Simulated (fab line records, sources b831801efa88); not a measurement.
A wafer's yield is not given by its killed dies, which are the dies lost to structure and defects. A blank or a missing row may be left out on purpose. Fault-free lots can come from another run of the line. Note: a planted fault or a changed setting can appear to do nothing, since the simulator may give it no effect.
A struck lot beside a sound one	flow sky130	20 out of 708 route steps
Sound: these wafers, L589.2, L589.3, L589.5. Struck: wafer L597.5. (L597.1, L597.3 of the same lot were not struck and are left out.) The cause comes at the end.
Order at every step that has rows: each side's tool, ch and its chambers, its first start. Under that, the readings that differ: sound wafers	struck wafers	difference of the means	sigmas: that difference in standard deviations of wafers without a fault.
alike: readings with means less than 2 such deviations apart, plus words and numbers identical on both sides. not compared: withheld readings, readings lacking a value on some wafer, bounds such as >300 that could conceal the same value, and numbers that have no deviation in the record and whose values overlap.
The two part at a step that has a row with sigmas, a row that says differs or no value, or rows on one side only. Numbers that have no deviation but don't overlap get no sigmas and don't part them. Lack of a reading on every wafer of one side parts them only where that side has two or more wafers.

first, 1 step without rows for these wafers: SKY_POLY_GATE_CVD_03 (deposits Si3N4 from DCS/NH3, target thk 75 nm, time 1290 s).
SKY_POLY_GATE_THK_MEAS_04:
  struck on filmMetro-02, day 22 02:25; sound on filmMetro-02, day 19 02:51
  alike: POLY_GATE_CVD_03_THK
then, 8 steps without rows for these wafers: SKY_POLY_GATE_DEHYDRATE_05 (time 60 s); SKY_POLY_GATE_HMDS_06 (prime time 60 s); SKY_POLY_GATE_COAT_07 (resist thk 110 nm); SKY_POLY_GATE_COAT_08 (resist thk 450 nm); SKY_POLY_GATE_SOFTBAKE_09 (time 90 s); SKY_POLY_GATE_EXPOSE_10 (exposes mask P1M, target cd 150 nm); SKY_POLY_GATE_PEB_11; SKY_POLY_GATE_DEVELOP_12 (develop time 60 s).
SKY_POLY_GATE_CD_MEAS_13 targets a cd of 150 nm.
  struck on cdSem-02, day 23 08:10; sound on cdSem-01, day 20 09:53
  alike: cdNm
SKY_POLY_GATE_OVL_MEAS_14:
  struck on overlay-02, day 23 08:17; sound on overlay-01, day 20 09:59
reading	sound	struck	difference	sigmas
POLY_GATE_OVL (nm)	-16 -13 -14	6	+20	+4
SKY_POLY_GATE_ETCH_15: etches BARC in N2/H2, stops on SiO2, time 118.5 s, target depth 110 nm.
  sound on rieDiel-02 ch 1,2,3, day 20 10:01; struck on rieDiel-02 ch 0, day 23 08:20
reading	sound	struck	difference	sigmas
model.KrF-thick_of_POLY_GATE_COAT_08.thkNm (nm)	347.5 345.8 344.6	299.5	-46.5	
model.POLY_GATE.cdNm (nm)	148.6 150.3 149.1	138.9	-10.4	
model.SiO2_of_SONOS_ONO_CVD_04.thkNm (nm)	4.134 4.222 4.23	0	-4	
  alike: chamberPressureMTorr, drypumpMotorCurrentA, oesProductAu, throttleValvePct
  not compared: rfHoursCounterH
SKY_POLY_GATE_ETCH_16: etches Si3N4 in CH3F/O2, stops on poly-Si, time 147.5 s, target depth 75 nm.
  sound on rieDiel-02 ch 1,2,3, day 20 10:06; struck on rieDiel-02 ch 0, day 23 08:25
reading	sound	struck	difference	sigmas
throttleValvePct (%)	10.526 10.515 10.536	10.545	+0.019	+2
  alike: O2_flow_sccm, chamberPressureMTorr, drypumpMotorCurrentA, oesProductAu
  not compared: rfHoursCounterH
SKY_POLY_GATE_ETCH_17: etches poly-Si in HBr/Cl2, stops on SiO2, target depth 180 nm, time 70.5 s.
  sound on rieSi-02 ch 0,1, day 20 10:12; struck on rieSi-02 ch 2, day 23 08:31
reading	sound	struck	difference	sigmas
model.KrF-thick_of_POLY_GATE_COAT_08.thkNm (nm)	142.5 141.8 138.7	94.25	-46.75	
model.POLY_GATE.cdNm (nm)	148.5 151.3 149.8	137.1	-12.8	
model.SiO2_of_SONOS_ONO_CVD_04.thkNm (nm)	4.111 4.222 4.227	0	-4	
  alike: chamberPressureMTorr, drypumpMotorCurrentA, oesProductAu, throttleValvePct
  not compared: rfHoursCounterH
SKY_POLY_GATE_STRIP_18: strips in O2/N2.
  sound on plasmaAsher-03 ch 0,1, day 20 10:15; struck on plasmaAsher-03 ch 0, day 23 08:34
reading	sound	struck	difference	sigmas
oesProductAu (a.u.)	0.365 0.372 0.359	0.337	-0.028	-6
stripTimeToEndpointS (s)	3.186 3.190 3.156	2.668	-0.509	-19
  alike: chamberPressureMTorr, drypumpMotorCurrentA
  not compared: rfHoursCounterH
then, 2 steps without rows for these wafers: SKY_POLY_GATE_CLEAN_19 (cleans in SC1/SC2, time 150 s); SKY_POLY_GATE_OXIDATION_20 (stabilise 600 s, purge 300 s, target thk 4 nm).
SKY_POLY_GATE_CD_MEAS_22:
  struck on cdSem-02, day 23 10:35; sound on cdSem-02, day 20 12:57
reading	sound	struck	difference	sigmas
cdNm (nm)	148.3 151.2 150.0	137.1	-12.7	-8
  not compared: hold
-- a jump in the record: the struck wafers' starts before and after are 27 days apart (it breaks off in module POLY_GATE and resumes in module PAD_OPEN, where the first step shown is number 708 of the route) --
SKY_PAD_OPEN_PROBE_99:
  struck on prober-02, day 50 02:17; sound on prober-01, day 48 09:53
reading	sound	struck	difference	sigmas
hold	- - -	awaitDispo/13.9h/release	no value on the sound wafers	
killedAtContacts	36 39 38	25	-13	-2
killedAtFrontEnd	13 25 16	423	+405	+96
killedDies	93 114 92	491	+391	+39
killedOnRim	22 20 13	96	+78	+19
killedShort	37 54 42	31	-13	-2
  alike: killed_at_M0_to_M3, killed_at_M4_up, killedAtOther, killedOpen

WHERE THEY PART
First at SKY_POLY_GATE_OVL_MEAS_14; last, within this record, at SKY_PAD_OPEN_PROBE_99.

WHY: whatever the simulator had introduced
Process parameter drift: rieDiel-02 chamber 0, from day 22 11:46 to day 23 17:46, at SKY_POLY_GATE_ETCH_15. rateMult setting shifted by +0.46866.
